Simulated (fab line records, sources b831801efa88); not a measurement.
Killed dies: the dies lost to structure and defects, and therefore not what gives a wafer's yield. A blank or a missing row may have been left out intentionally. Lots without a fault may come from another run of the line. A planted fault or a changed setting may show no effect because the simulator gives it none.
The tool behind it: which one?	flow sky130	Sampling: 10 lots, 30 wafers, 7 of 708 route steps

## WHAT THE GAUGES SHOWED, per wafer
SKY_POLY_GATE_OVL_MEAS_14.
lot	measured	on	POLY_GATE_OVL (nm)
L943	day 17 23:49	overlay-02	-5 2 -1
L944	day 18 08:26	overlay-02	-12 -7 -4
L949	day 19 19:41	overlay-01	-5 -1 -1
L952	day 21 03:09	overlay-02	2 4 3
L954	day 21 15:43	overlay-02	-9 -3 -6
L955	day 22 10:10	overlay-01	6 -1 -7
L957	day 22 21:00	overlay-01	3 1 -7
L958	day 23 04:11	overlay-02	-1 -3 -5
L959	day 23 14:37	overlay-02	-3 -3 -4
L961	day 24 05:43	overlay-02	-6 1 -7

SKY_POLY_GATE_THK_MEAS_21.
lot	measured	on	POLY_GATE_OXIDATION_THK (nm)
L943	day 18 01:29	film-metro-03	3.99 3.97 3.93
L944	day 18 11:23	film-metro-03	3.94 3.95 3.85
L949	day 19 22:07	film-metro-02	3.97 3.94 3.96
L952	day 21 04:49	film-metro-03	4.07 4.02 4.07
L954	day 21 17:23	film-metro-02	4.01 4.15 4.06
L955	day 22 11:55	film-metro-02	3.88 3.90 3.91
L957	day 22 22:41	film-metro-02	4.06 4.01 3.98
L958	day 23 05:55	film-metro-02	3.99 3.92 3.85
L959	day 23 17:08	film-metro-03	3.73 3.77 3.77
L961	day 24 08:51	film-metro-04	4.03 3.98 4.09

SKY_LOCAL_INTERCONNECT_RS_MEAS_01: a four-point-probe measurement.
lot	measured	on	LOCAL_INTERCONNECT_TIN_RS (ohm/sq)
L943	day 30 15:44	film-metro-04	14.26 14.30 36.72 14.26 14.28 36.80
L944	day 31 03:37	film-metro-03	35.17 13.99 14.10 35.21 14.02 14.13
L949	day 32 10:07	film-metro-01	13.88 13.91 14.09
L952	day 33 11:07	film-metro-01	13.83 13.89 13.91
L954	day 33 20:02	film-metro-01	14.18 14.32 14.15
L955	day 34 14:59	film-metro-04	14.22 13.96 14.18
L957	day 34 23:43	film-metro-03	13.90 13.87 13.96
L958	day 35 06:04	film-metro-04	14.07 13.84 14.01
L959	day 35 16:02	film-metro-04	14.40 14.53 14.39
L961	day 36 03:53	film-metro-04	13.99 14.27 14.18

SKY_LOCAL_INTERCONNECT_THK_MEAS_02: measures by xrf.
lot	measured	on	LOCAL_INTERCONNECT_TIN_THK (nm)
L943	day 30 18:39	film-metro-04	99.0 99.3 41.1 99.4 99.4 41.0
L944	day 31 17:40	film-metro-03	42.6 100.8 100.0 42.5 101.3 100.1
L949	day 32 10:14	film-metro-01	102.9 102.4 100.9
L952	day 33 11:13	film-metro-01	102.3 102.5 102.6
L954	day 33 20:09	film-metro-01	100.5 99.9 100.0
L955	day 34 15:05	film-metro-04	98.3 100.1 99.2
L957	day 34 23:50	film-metro-03	100.9 101.6 100.6
L958	day 35 06:11	film-metro-04	99.8 101.6 100.7
L959	day 35 16:09	film-metro-04	97.9 96.6 97.9
L961	day 36 04:00	film-metro-04	100.6 99.4 99.5

SKY_CONTACT_CD_MEAS_14: target cd 170 nm.
lot	measured	on	cd-nm (nm)
L943	day 33 00:07	cd-sem-02	171.5 170.9 171.7
L944	day 33 10:55	cd-sem-02	169.0 170.5 169.7
L949	day 34 17:32	cd-sem-01	169.6 171.5 169.7
L952	day 35 18:12	cd-sem-02	172.4 170.3 170.9
L954	day 36 02:56	cd-sem-02	169.7 169.9 171.2
L955	day 36 20:28	cd-sem-01	168.0 169.8 168.8
L957	day 37 05:05	cd-sem-01	172.0 172.8 172.0
L958	day 37 10:08	cd-sem-02	168.6 168.7 167.6
L959	day 37 20:44	cd-sem-01	167.5 168.5 169.2
L961	day 38 07:53	cd-sem-01	171.4 171.1 171.6

## WHICH TOOL RAN EACH LOT (tool, then ch and the chambers of the sampled wafers, then the start)
lot	SKY_LOCAL_INTERCONNECT_SPUTTER_00	SKY_LOCAL_INTERCONNECT_METAL_ETCH_14
L943	pvd-sputter-01, day 30 15:40	rie-metal-03 ch 0,1, day 31 19:30
L944	pvd-sputter-01, day 31 03:34	rie-metal-02 ch 0,1, day 32 06:51
L949	pvd-sputter-03, day 32 10:04	rie-metal-02 ch 0, day 33 13:13
L952	pvd-sputter-02, day 33 11:01	rie-metal-02 ch 0,1, day 34 14:07
L954	pvd-sputter-03, day 33 19:58	rie-metal-02 ch 0,1, day 34 22:58
L955	pvd-sputter-02, day 34 14:53	rie-metal-01 ch 0,1, day 35 17:34
L957	pvd-sputter-01, day 34 23:38	rie-metal-02 ch 1, day 36 02:22
L958	pvd-sputter-01, day 35 06:01	rie-metal-03 ch 1, day 36 07:46
L959	pvd-sputter-01, day 35 15:58	rie-metal-02 ch 0,1, day 36 17:43
L961	pvd-sputter-01, day 36 03:49	rie-metal-01 ch 0,1, day 37 04:49
- SKY_LOCAL_INTERCONNECT_SPUTTER_00: material TiN, target thk 100 nm, time 83.3 s.
- SKY_LOCAL_INTERCONNECT_METAL_ETCH_14: etches TiN in Cl2/BCl3, stops on PSG, target depth 110 nm, time 31.4 s.

## AS READ BY THE TOOLS THEMSELVES (means over the sampled wafers that have a number; for cases with no such wafer, the mark the record gives instead)
SKY_LOCAL_INTERCONNECT_SPUTTER_00.
lot	tool	throttle-valve-pct (%)
L943	pvd-sputter-01	31.1
L944	pvd-sputter-01	30.5
L949	pvd-sputter-03	30.4
L952	pvd-sputter-02	29.7
L954	pvd-sputter-03	28.9
L955	pvd-sputter-02	29.8
L957	pvd-sputter-01	30.6
L958	pvd-sputter-01	30.1
L959	pvd-sputter-01	31.5
L961	pvd-sputter-01	30.2

SKY_LOCAL_INTERCONNECT_METAL_ETCH_14.
lot	tool	bcl3-flow-sccm (sccm)	chamber-pressure-mTorr (mTorr)	drypump-motor-current-A (A)	oes-product-au (a.u.)	throttle-valve-pct (%)
L943	rie-metal-03	29.98	10.010	5.8	0.824	21.974
L944	rie-metal-02	29.94	9.987	5.6	0.836	21.965
L949	rie-metal-02	29.96	9.998	5.5	0.947	21.905
L952	rie-metal-02	29.99	10.000	5.6	0.952	21.883
L954	rie-metal-02	30.01	10.001	5.6	0.936	21.901
L955	rie-metal-01	30.03	9.994	5.5	0.941	21.902
L957	rie-metal-02	30.11	9.995	5.8	0.952	21.906
L958	rie-metal-03	30.07	9.999	6.2	0.943	21.893
L959	rie-metal-02	30.08	9.989	5.7	0.928	21.909
L961	rie-metal-01	30.03	9.998	5.5	0.938	21.900

## THE ANSWER, worked out from the rows above alone
Rule: the usual values come from the lots themselves. Put in order of their means at a reading, lots are off if they are a third of the lots or fewer, leave a main group of 4 or more, and stand apart from it by a gap of 3 or more times the standard deviation of the main group's means; of several such gaps the widest counts. Not used: any main group whose means are identical at the precision the tables above print for the reading. A lot without any number at a reading at which 4 lots or more have one is off too. The other lots that the step has rows for count as sound. Order of review: gauges by route order, followed by the tools' own readings, for which a lot's mean as printed above is used. The first step at which some lot is off is used, and at that step the reading that is off furthest; a lot without a number counts as furthest.
Off: L943, L944, seen at SKY_LOCAL_INTERCONNECT_RS_MEAS_01 (LOCAL_INTERCONNECT_TIN_RS). For the main group the mean is 14.08 ohm/sq and the standard deviation 0.18.
If a tool, at a process step before that reading, ran all the lots that are off and no sound lot after the first of them, it fits. The gauges at SKY_LOCAL_INTERCONNECT_RS_MEAS_01 aren't tried: what is off there is off at SKY_LOCAL_INTERCONNECT_METAL_ETCH_14 too, on other tools, and a gauge's error can't cause that. No candidate that was tried fits.

## WHAT THE SIMULATOR HAD INSERTED
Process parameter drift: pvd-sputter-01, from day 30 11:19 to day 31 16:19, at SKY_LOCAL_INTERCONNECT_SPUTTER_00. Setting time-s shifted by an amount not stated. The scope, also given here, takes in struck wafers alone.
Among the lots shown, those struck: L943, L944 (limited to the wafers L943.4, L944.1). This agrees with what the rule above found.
